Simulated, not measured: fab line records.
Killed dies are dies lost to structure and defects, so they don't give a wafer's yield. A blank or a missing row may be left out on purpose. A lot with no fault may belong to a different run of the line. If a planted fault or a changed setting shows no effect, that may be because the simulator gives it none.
Struck lot and sound lot, side by side | flow sfq_line | 15 out of 325 route steps
Sound: these wafers, L946.3, L946.4, L946.5. Struck: wafer L956.3 (left out: L956.1, a lot-mate that was not struck); the cause follows at the end.
For every step that has rows: the tool of each side, followed by ch and its chambers, followed by its first start. Under that, the readings that differ: sound wafers | struck wafers | difference of the means | sigmas: that difference in standard deviations of wafers without a fault.
alike: readings whose means differ by less than 2 such deviations, and words and numbers that are the same on both sides. not compared: withheld readings, readings that some wafer has no value for, bounds like >300 that may hide the same value, and numbers for which the record gives no deviation and whose values overlap.
The two part at a step that has a row with sigmas, a row that says differs or no value, or rows on one side only. Numbers that don't overlap but have no deviation are shown without sigmas and don't part them. A reading that every wafer of one side lacks parts them only if that side has two wafers or more.

first, 1 step without rows for these wafers: SFQ_TRILAYER_M6_STRIP_SOLV_CLEAN_164 (cleans in NMP, time 600 s).
SFQ_TRILAYER_I6_DEP_PECVD_165: deposits SiO2 from SiH4/N2O, time 111.11 s, target thk 500 nm.
  sound on pecvd-01 ch 0,1,2, day 59 10:33; struck on pecvd-02 ch 0, day 62 23:08
  reading                | sound          | struck | difference | sigmas
  throttle_valve_pct (%) | 23.6 21.8 24.8 | 26.6   | +3.2       | +2
  alike: heater_power_w
SFQ_TRILAYER_I6_CMP_CMP_166: polishes SiO2.
  sound on cmp-01 ch 0,1,2, day 59 12:52; struck on cmp-01 ch 1, day 62 23:16
  alike: head_pressure_psi, motor_current_A, time_to_endpoint_s
SFQ_I6_BOW_MEAS_941:
  sound: film_metro-01 at day 59 14:55; struck: film_metro-02 at day 63 02:16
  alike: I6_BOW
SFQ_TRILAYER_I6_METRO_MEASURE_167:
  sound: film_metro-01 at day 59 15:23; struck: film_metro-02 at day 63 02:23
  alike: thk_nm
then, 6 steps without rows for these wafers: SFQ_TRILAYER_I6_VIA_LITHO_COAT_174 (resist thk 62 nm); SFQ_TRILAYER_I6_VIA_LITHO_COAT_169 (resist thk 650 nm); SFQ_TRILAYER_I6_VIA_LITHO_SOFTBAKE_173; SFQ_TRILAYER_I6_VIA_LITHO_EXPOSE_170 (exposes mask I6, target cd 700 nm); SFQ_TRILAYER_I6_VIA_LITHO_PEB_172 (peb time 60 s); SFQ_TRILAYER_I6_VIA_LITHO_DEVELOP_171 (time 60 s).
-- the record jumps here: 4 days lie between the struck wafers' starts before and after --
SFQ_I6_OVL_MEAS_942:
  sound: overlay-01 at day 64 01:56; struck: overlay-01 at day 67 11:05
  alike: I6_OVL
SFQ_TRILAYER_I6_VIA_BARC_OPEN_VIA_ETCH_235: etches BARC in O2, target depth 125 nm, time 41.7 s.
  sound on rie_diel-04 ch 1,2, day 64 01:58; struck on rie_diel-04 ch 2, day 67 11:07
  reading                                                 | sound             | struck | difference | sigmas
  oes_product_au (a.u.)                                   | 0.685 0.687 0.683 | 0.593  | -0.092     | -20
  run_length_s (s)                                        | 69.0 70.1 69.5    | 87.6   | +18.1      | +31
  model.KrF_of_TRILAYER_I6_VIA_LITHO_COAT_169.thk_nm (nm) | 572.3 573 573.5   | 549.7  | -23.2      |
  alike: drypump_motor_current_A
  not compared: rf_hours_counter_h
SFQ_TRILAYER_I6_VIA_ETCH_VIA_ETCH_172: etches SiO2 in CHF3, stops on Nb, target depth 260 nm.
  sound on rie_diel-04 ch 1,2, day 64 02:00; struck on rie_diel-04 ch 2, day 67 11:09
  reading                                                 | sound             | struck | difference | sigmas
  model.KrF_of_TRILAYER_I6_VIA_LITHO_COAT_169.thk_nm (nm) | 526.7 527.5 527.7 | 504.8  | -22.5      |
  alike: drypump_motor_current_A, oes_product_au
SFQ_TRILAYER_I6_VIA_STRIP_STRIP_173: strips in O2.
  sound on rie_metal-04 ch 0,1, day 64 02:19; struck on rie_metal-02 ch 0, day 67 11:16
  reading               | sound             | struck | difference | sigmas
  oes_product_au (a.u.) | 1.027 1.032 1.025 | 0.997  | -0.031     | -2
  alike: drypump_motor_current_A, platen_temp_c
  not compared: rf_hours_counter_h

WHERE THEY PART
At SFQ_TRILAYER_I6_DEP_PECVD_165 first; at SFQ_TRILAYER_I6_VIA_STRIP_STRIP_173 last (within this record only).

WHY: whatever the simulator had introduced
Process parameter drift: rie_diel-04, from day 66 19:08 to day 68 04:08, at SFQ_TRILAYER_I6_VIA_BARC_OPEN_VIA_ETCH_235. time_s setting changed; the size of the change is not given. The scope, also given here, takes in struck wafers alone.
